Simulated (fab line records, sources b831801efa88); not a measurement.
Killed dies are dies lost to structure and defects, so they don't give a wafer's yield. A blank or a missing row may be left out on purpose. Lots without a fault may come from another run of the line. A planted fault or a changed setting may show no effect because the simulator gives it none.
Problem report in the 8D (eight disciplines) form, filled by code | flow sky130 | the parts of the form that need people (team, actions taken, sign-off) are left out

1. THE PROBLEM
oes_product_au at SKY_VIA2_ETCH_14 reads a mean of 0.922 a.u. on 2 wafers of 2 lots; wafers without a fault read 0.855 a.u. with a standard deviation of 0.0049. That is +14 standard deviations from the usual mean.
The step: etches BARC in N2/H2, stops on SiO2, time 45.9 s, target depth 60 nm.
First seen on wafer L965.1, day 39 05:16, on rie_diel-02. The record holds 16 wafers of 6 lots with a number at this step. Rule for "out", or "out of limits": more than 4 standard deviations from the usual mean. The other wafers with a number count as sound.

2. WHAT IT IS AND WHAT IT IS NOT
question                    | is                           | is not
which readings at this step | oes_product_au, run_length_s | drypump_motor_current_A, throttle_valve_pct
which lots                  | L965, L966                   | L961, L973, L974, L976
which wafers of those lots  | L965.1, L966.5               | L965.3, L966.3
read on which tools         | rie_diel-02                  | rie_diel-03, rie_diel-04
when                        | from day 39 05:16            | up to then (4 sound wafers); but 10 sound wafers of L966, L973, L974, L976 came after

3. SUSPECTS, AND WHAT RULES EACH OUT
Counting: a tool at a process step up to the reading stays a suspect if it ran every lot that is out. Sound lots after the first of them don't rule it out here, since some wafers of a struck lot are sound.
- cmp-01 at SKY_VIA2_CMP_02 (polishes SiO2): kept. It ran every lot that is out, first L965 (day 38 03:51).
- rie_diel-02 at SKY_VIA2_ETCH_14 (etches BARC in N2/H2, stops on SiO2, time 45.9 s, target depth 60 nm): kept. It ran every lot that is out, first L965 (day 39 05:16); its last sound lot up to then is L961 (day 38 04:50). Its own readings are out on those wafers: oes_product_au, run_length_s.
Left after counting: cmp-01 at SKY_VIA2_CMP_02, rie_diel-02 at SKY_VIA2_ETCH_14.

4. THE CAUSE (what the simulator had put in)
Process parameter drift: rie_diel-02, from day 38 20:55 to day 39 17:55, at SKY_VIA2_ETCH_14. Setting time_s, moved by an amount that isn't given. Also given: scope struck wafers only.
Counting left 2 suspects, and this tool is among them.

5. THE CHAIN OF EFFECTS, in route order
Each row: a reading whose mean over the struck wafers that have a number lies more than 3 standard deviations from the usual. Only readings for which the record gives a usual standard deviation are gone through. hours: the time from each lot's start at the first step in this table that gives one to its start at this step, as a median over the lots. sigmas: the change in usual standard deviations.
hours | step             | reading        | usual      | on struck wafers | change | sigmas
0     | SKY_VIA2_ETCH_14 | oes_product_au | 0.855 a.u. | 0.922            | +0.067 | +14
0     | SKY_VIA2_ETCH_14 | run_length_s   | 74.3 s     | 71.0             | -3.3   | -6.6
The process steps in it:
- SKY_VIA2_ETCH_14: etches BARC in N2/H2, stops on SiO2, time 45.9 s, target depth 60 nm.

6. WHAT WOULD HAVE CAUGHT IT SOONER
In this record the first reading out of limits was taken at day 39 05:16, 8 hours after the fault began at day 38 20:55.
